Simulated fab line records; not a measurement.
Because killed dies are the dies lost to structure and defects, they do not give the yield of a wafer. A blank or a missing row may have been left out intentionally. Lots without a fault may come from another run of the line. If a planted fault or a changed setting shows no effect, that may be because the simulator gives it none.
Which of the tools did it? ; flow sfq_line ; 42 wafers from 14 lots sampled at 2 of the route's 325 steps

== WHAT THE GAUGES READ, wafer by wafer ==
SFQ_I7_BOW_MEAS_946.
lot;measured;on;I7_BOW (um)
L676;day 76 19:19;film_metro-01;33 25 32
L679;day 77 11:17;film_metro-01;21 8 30
L680;day 77 13:30;film_metro-02;14 8 13
L681;day 77 19:30;film_metro-03;10 5 9
L682;day 77 23:54;film_metro-03;13 26 2
L683;day 78 08:44;film_metro-01;-8 12 -7
L684;day 78 15:34;film_metro-03;10 15 0
L685;day 79 03:34;film_metro-03;6 10 -1
L686;day 80 05:48;film_metro-01;2 3 -1
L687;day 82 22:00;film_metro-02;-11 -7 -8
L688;day 82 23:11;film_metro-01;25 35 36
L692;day 87 17:44;film_metro-01;8 12 25
L695;day 88 02:46;film_metro-03;11 -5 8 - - -
L697;day 88 05:53;film_metro-02;15 5 9 - - -

== EACH LOT AND THE TOOL THAT RAN IT (in order: tool; ch and the chambers of the sampled wafers; start) ==
lot;SFQ_TRILAYER_I7_CMP_CMP_184
L676;cmp-01 ch 0,1,3, day 76 16:18
L679;cmp-01 ch 1,2,3, day 77 08:17
L680;cmp-02 ch 1,3, day 77 11:00
L681;cmp-02 ch 0,2,3, day 77 16:30
L682;cmp-01 ch 1,2, day 77 21:23
L683;cmp-01 ch 1,3, day 78 05:43
L684;cmp-01 ch 0,2, day 78 13:04
L685;cmp-01 ch 0,2, day 79 01:04
L686;cmp-02 ch 1,2,3, day 80 04:18
L687;cmp-02 ch 0,3, day 82 19:00
L688;cmp-01 ch 0,2, day 82 20:11
L692;cmp-02 ch 1,2,3, day 87 15:43
L695;cmp-02 ch 1,2,3, day 88 00:43
L697;cmp-02 ch 0,2,3, day 88 02:53
- SFQ_TRILAYER_I7_CMP_CMP_184: polishes SiO2.

== WHAT THE TOOLS THEMSELVES READ (means of the sampled wafers that have a number; where no wafer has one, the mark that the record gives instead) ==
SFQ_TRILAYER_I7_CMP_CMP_184.
lot;tool;motor_current_A (A);platen_rpm (rpm);time_to_endpoint_s (s)
L676;cmp-01;11.0;60.00;224
L679;cmp-01;10.7;60.05;231
L680;cmp-02;10.2;59.98;223
L681;cmp-02;9.5;59.97;225
L682;cmp-01;10.4;60.04;219
L683;cmp-01;10.5;59.97;224
L684;cmp-01;11.6;60.00;218
L685;cmp-01;11.1;59.98;223
L686;cmp-02;10.2;60.02;212
L687;cmp-02;10.3;60.00;221
L688;cmp-01;11.4;60.02;217
L692;cmp-02;9.9;59.98;216
L695;cmp-02;9.8;59.98;241
L697;cmp-02;10.0;59.97;244

== THE ANSWER, worked out from the rows above alone ==
Rule: what is usual is taken from the lots themselves. The widest of any qualifying gaps counts: lots, ordered by their means at a reading, are off when they make up no more than a third of the lots, leave a main group of 4 or more, and stand apart from it by 3 or more times the standard deviation of that group's means. A main group is skipped when, at the precision printed for the reading in the tables above, its means are all equal. A lot without any number at a reading at which 4 lots or more have one is off too. All remaining lots with rows at the step are treated as sound. Order of review: gauges by route order, followed by the tools' own readings, for which a lot's mean as printed above is used. The first step at which some lot is off is used, and at that step the reading that is off furthest; a lot without a number counts as furthest.
No lot is off at any reading shown: from this, nothing can be told.

== WHAT THE SIMULATOR HAD INSERTED ==
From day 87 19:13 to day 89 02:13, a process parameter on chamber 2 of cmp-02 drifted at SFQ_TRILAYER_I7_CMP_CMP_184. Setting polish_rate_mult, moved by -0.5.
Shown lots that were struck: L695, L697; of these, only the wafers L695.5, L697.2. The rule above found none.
